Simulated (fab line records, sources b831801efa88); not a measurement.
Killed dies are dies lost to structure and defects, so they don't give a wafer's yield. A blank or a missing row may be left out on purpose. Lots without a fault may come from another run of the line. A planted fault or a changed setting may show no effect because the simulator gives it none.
fab line records | flow gf180mcu
record lots=5 wafers=15 last_day=33
route steps=602 shown HV_LDD@181
lots that met no fault: from a run of the same line without faults
start_h: hours from the record's first day to the start of the lot's first wafer shown | wait_h: hours since the lot's step before | " the same as in the row above | L1.1+2: a row that stands for several wafers | - no value, or no start given | * or withheld: withheld | < > ~ a bound
route shown NAME@n: a module of which the file shows steps, and the number in the route of the first | usual: mean/standard deviation of fault-free wafers | same: alike in all rows | chamber/n: place in a boat | sites: the reading at each site | _std_site: their standard deviation | _edge_site: outer sites' mean less inner sites' | radius_mm: how far each site lies from the wafer's centre | mask NAME#n: copy n | behind: the tool/chamber that last shaped the wafer | hold: why the lot was held/for how many hours/how that ended | device: the transistor (n, p or np) that didn't switch | end of line: the same wafers' tests at the end of the route | a step without rows: its recipe alone | killed: dies lost to structure and defects at the first sort, not the wafer's yield | map: a wafer's dies, x killed, . not, _ none there
set.NAME: the setting as run; set.NAME@STEP: as run at that earlier step | model.NAME: the simulator's own value behind a step, which no gauge read
lots at some steps of the route; a table a step, a row a wafer
services: from which hour (start_h, from the record's first day; less than 0 if before it) a tool's chamber was out of use, for how many hours, and why
## steps
# step GF_HV_LDD_PEB_05
# recipe temp_c=withheld time_s=* resist=NOVOLAK
# columns lot.wafer tool chamber start_h wait_h
L075.2+3+4 litho_track-04 0 - -
L081.1+3+4 litho_track-02 0 - -
L086.3+4+6 litho_track-04 0 - -
L088.1+3+6 litho_track-02 0 - -
L095.2+3+4 litho_track-04 0 - -
# step GF_HV_LDD_DEVELOP_06
# recipe develop_time_s=60 dev_temp_c=23
# columns lot.wafer tool chamber start_h wait_h
L075.2+3+4 litho_track-04 0 222.65 0.1
L081.1+3+4 litho_track-02 0 279.31 0.1
L086.3+4+6 litho_track-04 0 298.07 0.1
L088.1+3+6 litho_track-02 0 306.36 0.1
L095.2+3+4 litho_track-04 0 357.60 0.1
# step GF_HV_LDD_CD_MEAS_07
# recipe target_cd_nm=400
# usual cd_nm=399.9/2.2
# columns lot.wafer tool chamber start_h wait_h cd_nm
L075.2 cd_sem-02 - 222.79 0.1 400.5
L075.3 " - " " 396.8
L075.4 " - " " 400.4
L081.1 cd_sem-01 - 279.46 0.1 396.9
L081.3 " - " " 397.5
L081.4 " - " " 397.2
L086.3 cd_sem-02 - 298.21 0.1 398.0
L086.4 " - " " 399.1
L086.6 " - " " 399.8
L088.1 cd_sem-01 - 306.51 0.1 399.0
L088.3 " - " " 399.2
L088.6 " - " " 397.6
L095.2 cd_sem-01 - 357.74 0.1 400.6
L095.3 " - " " 398.9
L095.4 " - " " 400.4
# step GF_HV_LDD_OVL_MEAS_08
# usual HV_LDD_OVL=-1.1/1.3
# columns lot.wafer tool chamber start_h wait_h HV_LDD_OVL[nm]
L075.2 overlay-02 - 222.90 0.1 -4.1
L075.3 " - " " -4.8
L075.4 " - " " -4.6
L081.1 overlay-02 - 279.58 0.1 -2.8
L081.3 " - " " -2.5
L081.4 " - " " -1.7
L086.3 overlay-01 - 298.31 0.1 -1.5
L086.4 " - " " -1.0
L086.6 " - " " -0.7
L088.1 overlay-02 - 306.63 0.1 -1.9
L088.3 " - " " 0.5
L088.6 " - " " -0.4
L095.2 overlay-02 - 357.85 0.1 -1.3
L095.3 " - " " -2.1
L095.4 " - " " -1.9
# step GF_HV_LDD_IMPLANT_09
# recipe species=As energy_kev=40 dose_cm2=1e+14 tilt_deg=7.232
# usual end_station_pressure_torr=5.42e-06/2.9e-07
# columns lot.wafer tool chamber start_h wait_h end_station_pressure_torr
L075.2 implanter-04 0 222.96 0.0 5.46e-06
L075.3 " 0 " " 5.06e-06
L075.4 " 0 " " 4.99e-06
L081.1 implanter-01 0 279.61 0.0 5.22e-06
L081.3 " 0 " " 5.43e-06
L081.4 " 0 " " 5.14e-06
L086.3 implanter-01 0 298.38 0.1 5.98e-06
L086.4 " 0 " " 5.51e-06
L086.6 " 0 " " 5.54e-06
L088.1 implanter-01 0 306.66 0.0 5.55e-06
L088.3 " 0 " " 4.57e-06
L088.6 " 0 " " 5.3e-06
L095.2 implanter-03 0 357.90 0.0 5.57e-06
L095.3 " 0 " " 5.17e-06
L095.4 " 0 " " 4.91e-06
# step GF_HV_LDD_STRIP_10
# recipe chemistry=O2/N2 power_w=1400 pressure_mtorr=1500 platen_temp_c=250 o2_flow_sccm=3000 n2_flow_sccm=300 overash_fraction=0.5
# usual drypump_motor_current_A=5.8/0.31 heater_power_w=333/23 oes_product_au=0.715/0.0048 platen_temp_c=250.01/0.16 strip_time_to_endpoint_s=12.632/0.029
# columns lot.wafer tool chamber start_h wait_h drypump_motor_current_A heater_power_w oes_product_au platen_temp_c rf_hours_counter_h strip_time_to_endpoint_s
L075.2 plasma_asher-02 0 223.08 0.1 6.3 341 0.715 249.84 55 12.606
L075.3 " 1 " " 5.5 329 0.709 250.34 - 12.602
L075.4 " 0 " " 6.2 335 0.713 250.05 - 12.586
L081.1 plasma_asher-02 1 279.76 0.1 5.5 325 0.714 250.23 61 12.654
L081.3 " 0 " " 6.2 340 0.717 250.00 - 12.627
L081.4 " 1 " " 5.5 326 0.721 250.19 - 12.640
L086.3 plasma_asher-02 1 298.51 0.1 5.5 328 0.713 250.14 - 12.594
L086.4 " 0 " " 6.2 336 0.710 249.84 - 12.576
L086.6 " 1 " " 5.5 330 0.716 250.27 - 12.639
L088.1 plasma_asher-01 0 306.81 0.1 5.8 383 0.710 250.20 64 12.670
L088.3 " 0 " " 5.8 387 0.716 250.22 - 12.674
L088.6 " 1 " " 5.5 294 0.715 250.07 - 12.659
L095.2 plasma_asher-04 0 358.03 0.1 5.8 337 0.715 250.08 28 12.616
L095.3 " 0 " " 5.8 333 0.710 249.74 - 12.605
L095.4 " 1 " " 5.5 313 0.711 249.69 - 12.633
# step GF_HV_LDD_TW_MEAS_11
# usual HV_LDD_TW=2428/35
# columns lot.wafer tool chamber start_h wait_h HV_LDD_TW
L075.2 film_metro-02 - 223.19 0.1 2387
L075.3 " - " " 2404
L075.4 " - " " 2410
L081.1 film_metro-04 - 279.86 0.1 2462
L081.3 " - " " 2472
L081.4 " - " " 2468
L086.3 film_metro-04 - 298.60 0.1 2472
L086.4 " - " " 2474
L086.6 " - " " 2483
L088.1 film_metro-04 - 306.91 0.1 2479
L088.3 " - " " 2475
L088.6 " - " " 2478
L095.2 film_metro-04 - 358.14 0.1 2461
L095.3 " - " " 2468
L095.4 " - " " 2450
## services
# columns tool chamber start_h hours kind
plasma_asher-02 - 218.33 1.9 repair
implanter-03 - 222.31 3.9 repair
implanter-03 - 230.22 120.9 pm
implanter-01 - 250.57 2.4 repair
plasma_asher-01 - 257.72 2.8 pm
implanter-01 - 265.69 2.3 repair
plasma_asher-01 - 274.00 28.1 pm
implanter-04 - 343.01 1.1 repair
## key
fault none
